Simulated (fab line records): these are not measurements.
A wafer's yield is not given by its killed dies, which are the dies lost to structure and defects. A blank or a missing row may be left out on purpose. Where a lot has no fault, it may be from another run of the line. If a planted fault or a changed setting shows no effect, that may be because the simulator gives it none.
Check for tools in common    flow gf180mcu    Lots sampled 15, wafers sampled 45

== THE REASON FOR OPENING IT ==
GF_LVPWELL_OVL_MEAS_07, reading LVPWELL_OVL: flagged on 3 of 15 lots. Fault-free wafers read -0.3 nm, with a standard deviation of 1.4.
Rule: a lot is flagged when every wafer of it that has a number lies more than 4 standard deviations from that mean, or none has a number. The other lots count as sound.

lot   measured     on          LVPWELL_OVL (nm), wafer by wafer  flag
L242  day 4 01:35  overlay-02  0.9 -0.1 1.0                      
L243  day 4 06:37  overlay-01  0.0 -0.7 -0.2                     
L244  day 4 08:34  overlay-01  1.6 2.1 1.2                       
L245  day 4 15:25  overlay-01  1.9 1.3 1.3                       
L246  day 4 20:13  overlay-02  0.2 0.5 1.2                       
L248  day 5 05:38  overlay-02  -0.2 -0.1 0.7                     
L249  day 5 12:26  overlay-01  -1.2 -1.4 -1.3                    
L250  day 5 18:23  overlay-01  0.7 0.7 0.6                       
L253  day 6 12:40  overlay-02  -102.8 -101.0 -102.8              FLAGGED
L254  day 6 19:24  overlay-01  -1.5 -0.3 0.3                     
L255  day 7 04:04  overlay-02  -101.8 -103.4 -102.6              FLAGGED
L257  day 7 10:22  overlay-01  -103.5 -102.7 -104.1              FLAGGED
L259  day 8 00:17  overlay-01  1.4 0.7 1.5                       
L260  day 8 04:04  overlay-01  -0.2 -0.1 0.1                     
L263  day 8 19:55  overlay-02  -2.7 -1.7 -1.1                    
Average over the flagged lots: -102.7 nm; offset from the usual -102.4 nm, equal to -73 standard deviations.

== WHICH TOOL EACH LOT WENT THROUGH ==
The record keeps 1 process step preceding the reading, out of 602 steps on the route. Every cell lists first the tool, next ch and the chambers used by the sampled wafers, and last the start.
lot   flag     GF_LVPWELL_EXPOSE_04
L242           iline stepper-01 ch 0, day 3 18:44
L243           iline stepper-01 ch 0, day 4 00:15
L244           iline stepper-01 ch 0, day 4 01:59
L245           iline stepper-01 ch 0, day 4 08:32
L246           iline stepper-02 ch 0, day 4 12:59
L248           iline stepper-01 ch 0, day 4 23:30
L249           iline stepper-02 ch 0, day 5 05:17
L250           iline stepper-01 ch 0, day 5 11:26
L253  FLAGGED  iline stepper-02 ch 0, day 6 05:31
L254           iline stepper-01 ch 0, day 6 11:59
L255  FLAGGED  iline stepper-02 ch 0, day 6 20:19
L257  FLAGGED  iline stepper-02 ch 0, day 7 02:58
L259           iline stepper-01 ch 0, day 7 16:21
L260           iline stepper-01 ch 0, day 7 20:27
L263           iline stepper-01 ch 0, day 8 12:26
What is done by these steps:
- GF_LVPWELL_EXPOSE_04: exposes mask LVPWELL, target cd 600 nm.
- GF_LVPWELL_OVL_MEAS_07

== FLAGGED OVER TOTAL, TOOL BY TOOL (the gauges that took the reading come last) ==
step                    tool              lots run  flagged  share of the flagged lots  sound lots run after its first flagged lot
GF_LVPWELL_EXPOSE_04    iline stepper-01  10        0        none                       -
GF_LVPWELL_EXPOSE_04    iline stepper-02  5         3        all                        0
GF_LVPWELL_OVL_MEAS_07  overlay-01        9         1        some                       2 (L259,L260)
GF_LVPWELL_OVL_MEAS_07  overlay-02        6         2        some                       1 (L263)

== WHAT THE TABLE ALLOWS ==
Rows of the table that ran each flagged lot: 1, that is iline stepper-02 at GF_LVPWELL_EXPOSE_04.
- iline stepper-02 at GF_LVPWELL_EXPOSE_04 ran 5 lots, 3 of them flagged. It ran its last sound lot, L249, at day 5 05:17 and its first flagged lot, L253, at day 6 05:31: a fault with its onset between the two fits.
iline stepper-02 at GF_LVPWELL_EXPOSE_04 is the single tool remaining.

== WHAT WAS PUT IN BY THE SIMULATOR ==
Scanner matching overlay: iline stepper-02, from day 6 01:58 on, at GF_LVPWELL_EXPOSE_04. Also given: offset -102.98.
Lots struck among those shown: L253, L255, L257. Same finding as the rule above.
